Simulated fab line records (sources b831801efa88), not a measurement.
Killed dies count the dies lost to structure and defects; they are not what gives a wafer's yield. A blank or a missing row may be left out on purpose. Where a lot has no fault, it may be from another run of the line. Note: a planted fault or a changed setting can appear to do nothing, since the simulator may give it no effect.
Comparing a struck lot with a sound one :: flow gf180mcu :: 19 out of 602 route steps
Sound: wafers L558.1, L558.2, L558.6. Struck: wafers L566.2, L566.5, L566.6. The cause comes at the end.
For every step that has rows: the tool of each side, followed by ch and its chambers, followed by its first start. Under that, the readings that differ: sound wafers :: struck wafers :: difference of the means :: sigmas: that difference in standard deviations of wafers without a fault.
alike: words and numbers the same on both sides, and readings whose means are apart by under 2 such deviations; not compared: readings that were withheld, readings missing a value for some wafer, numbers with overlapping values and no deviation given by the record, and bounds like >300 which may hide the same value.
Wherever a step has rows on one side only, a row that says differs or no value, or a row with sigmas, the two part there. Numbers that have no deviation but don't overlap get no sigmas and don't part them. A reading missing from all wafers of one side parts the sides only when that side holds two or more wafers.

first, 4 steps without rows for these wafers: GF_MIM_SOFTBAKE_15 (time 60 s); GF_MIM_EXPOSE_16 (exposes mask FuseTop, target cd 2000 nm); GF_MIM_PEB_17; GF_MIM_DEVELOP_18 (develop time 60 s).
GF_MIM_METAL_ETCH_19: etches the open film in Cl2/BCl3, stops on Si3N4, target depth 324.5 nm, time 54.1 s.
  sound on rie_metal-04 ch 0,1, day 28 16:23; struck on rie_metal-02 ch 0,1, day 30 09:47
  alike: drypump_motor_current_A, oes_product_au, throttle_valve_pct
  not compared: rf_hours_counter_h
GF_MIM_STRIP_20: strips in O2/N2.
  sound on plasma_asher-03 ch 0,1, day 28 16:27; struck on plasma_asher-02 ch 0,1, day 30 09:51
reading: strip_time_to_endpoint_s (s)
sound: 11.28 11.21 11.26
struck: 11.16 11.11 11.13
difference: -0.12
sigmas: -3
  alike: drypump_motor_current_A, heater_power_w, oes_product_au
  not compared: rf_hours_counter_h
then, 6 steps without rows for these wafers: GF_MIM_STRIP_21 (strips in post etch residue remover, time 1200 s); GF_MIM_CLEAN_22 (cleans in DIW); GF_M5_DEHYDRATE_00 (time 60 s); GF_M5_HMDS_01 (prime time 60 s); GF_M5_COAT_02 (resist thk 1000 nm); GF_M5_SOFTBAKE_03 (time 60 s).
GF_M5_EXPOSE_04: exposes mask Metal5, target cd 280 nm.
  sound on krf_scanner-02 ch 0, day 29 02:41; struck on krf_scanner-02 ch 0, day 30 19:05
reading: model.M5.overlay_x_nm (nm)
sound: -4.989 -4.989 -4.989
struck: 28.73 28.73 28.73
difference: +33.72
sigmas: 
  alike: mask
then, 2 steps without rows for these wafers: GF_M5_PEB_05 (peb time 90 s); GF_M5_DEVELOP_06 (develop time 60 s).
GF_M5_CD_MEAS_07: the cd target is 280 nm.
  struck on cd_sem-02, day 31 03:59; sound on cd_sem-01, day 29 11:41
  alike: cd_nm
GF_M5_OVL_MEAS_08:
  struck on overlay-01, day 31 04:18; sound on overlay-01, day 29 11:48
reading: M5_OVL (nm)
sound: 1 -2 -1
struck: 24 29 29
difference: +28
sigmas: +5
  not compared: hold
GF_M5_ETCH_09: etches Si3N4 in CF4/O2, target depth 52 nm, time 11.6 s.
  sound on rie_diel-01 ch 0,2, day 29 11:50; struck on rie_diel-02 ch 2,3, day 31 06:56
reading: hold
sound: - - -
struck: await_dispo/2.6h/release await_dispo/2.6h/release await_dispo/2.6h/release
difference: no value on the sound wafers
sigmas: 

reading: throttle_valve_pct (%)
sound: 5.985 5.975 5.973
struck: 5.961 5.958 5.962
difference: -0.017
sigmas: -2
  alike: drypump_motor_current_A, oes_product_au
  not compared: rf_hours_counter_h
-- the record jumps here: 2 days lie between the struck wafers' starts before and after (it left off in module M5 and takes up again in module PASSIVATION, whose first step shown is number 602 of the route) --
GF_PASSIVATION_PROBE_99:
  rows exist in the record for the struck wafers here (prober-02, day 33 12:27), but not for the sound ones

WHERE THEY PART
Earliest at GF_MIM_STRIP_20; latest, in this record, at GF_PASSIVATION_PROBE_99.

WHY: whatever the simulator had introduced
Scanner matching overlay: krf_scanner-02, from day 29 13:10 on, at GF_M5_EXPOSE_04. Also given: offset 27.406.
